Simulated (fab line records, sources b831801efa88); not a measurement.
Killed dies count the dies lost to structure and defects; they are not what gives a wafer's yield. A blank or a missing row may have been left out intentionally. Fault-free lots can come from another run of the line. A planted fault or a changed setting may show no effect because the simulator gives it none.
The same fault as seen by 2 desks :: flow sky130 :: every desk sees just its own numbers, and what lay behind them comes last

## FOR THE TOOL OWNER'S DESK: pecvd-02
The tool's own readings at SKY_CAP2M_CVD_00 (deposits SiO2, target thk 15.5 nm): means of the sampled wafers that have a number, for each lot that ran on this tool. A lot is out of limits, marked OUT, if its mean lies more than 4 standard deviations from the usual mean; the brackets give that distance.
Columns: A = heater_power_w at SKY_CAP2M_CVD_00, usual 737 W
lot: L920
first seen here: day 40 17:49
A: 745

lot: L921
first seen here: day 40 22:16
A: 673

lot: L923
first seen here: day 41 07:02
A: 857

lot: L927
first seen here: day 42 10:06
A: 679

lot: L929
first seen here: day 43 08:47
A: 910

lot: L933
first seen here: day 44 07:22
A: 733

lot: L936
first seen here: day 45 11:31
A: 772
This desk's verdict: no lot among the 7 shows anything out of limits.

## THE METROLOGY DESK
What the gauges read, lot by lot, whatever tool the lot ran on: means of the sampled wafers that have a number. A lot is out of limits, marked OUT, if its mean lies more than 4 standard deviations from the usual mean; the brackets give that distance.
Columns: A = METAL2_OVL at SKY_METAL2_OVL_MEAS_16, usual 1 nm; B = VIA2_BOW at SKY_VIA2_BOW_MEAS_03, usual 85 um; C = CAP2M_CVD_00_THK at SKY_CAP2M_THK_MEAS_01, usual 15.56 nm
lot: L920
first seen here: day 36 06:28
A: -1
B: 82
C: 15.73

lot: L921
first seen here: day 36 11:44
A: 3
B: 82
C: 15.50

lot: L923
first seen here: day 36 19:46
A: -3
B: 80
C: 15.43

lot: L927
first seen here: day 38 01:17
A: 3
B: 87
C: 15.50

lot: L928
first seen here: day 38 21:36
A: 2
B: 88
C: 15.42

lot: L929
first seen here: day 38 22:26
A: 7
B: 84
C: 15.60

lot: L933
first seen here: day 40 03:17
A: 5
B: 89
C: 14.86

lot: L936
first seen here: day 41 09:46
A: 3
B: 70
C: 15.11

lot: L939
first seen here: day 41 18:59
A: 6
B: 86
C: 15.44

lot: L940
first seen here: day 41 21:11
A: 3
B: 84
C: 15.65

lot: L941
first seen here: day 42 07:19
A: -1
B: 88
C: 15.63
This desk's verdict: no lot among the 11 shows anything out of limits.

## ALL TOGETHER
The tool owner's desk saw nothing out of limits.
At the metrology desk, nothing out of limits was observed.

## WHAT THE SIMULATOR HAD INSERTED
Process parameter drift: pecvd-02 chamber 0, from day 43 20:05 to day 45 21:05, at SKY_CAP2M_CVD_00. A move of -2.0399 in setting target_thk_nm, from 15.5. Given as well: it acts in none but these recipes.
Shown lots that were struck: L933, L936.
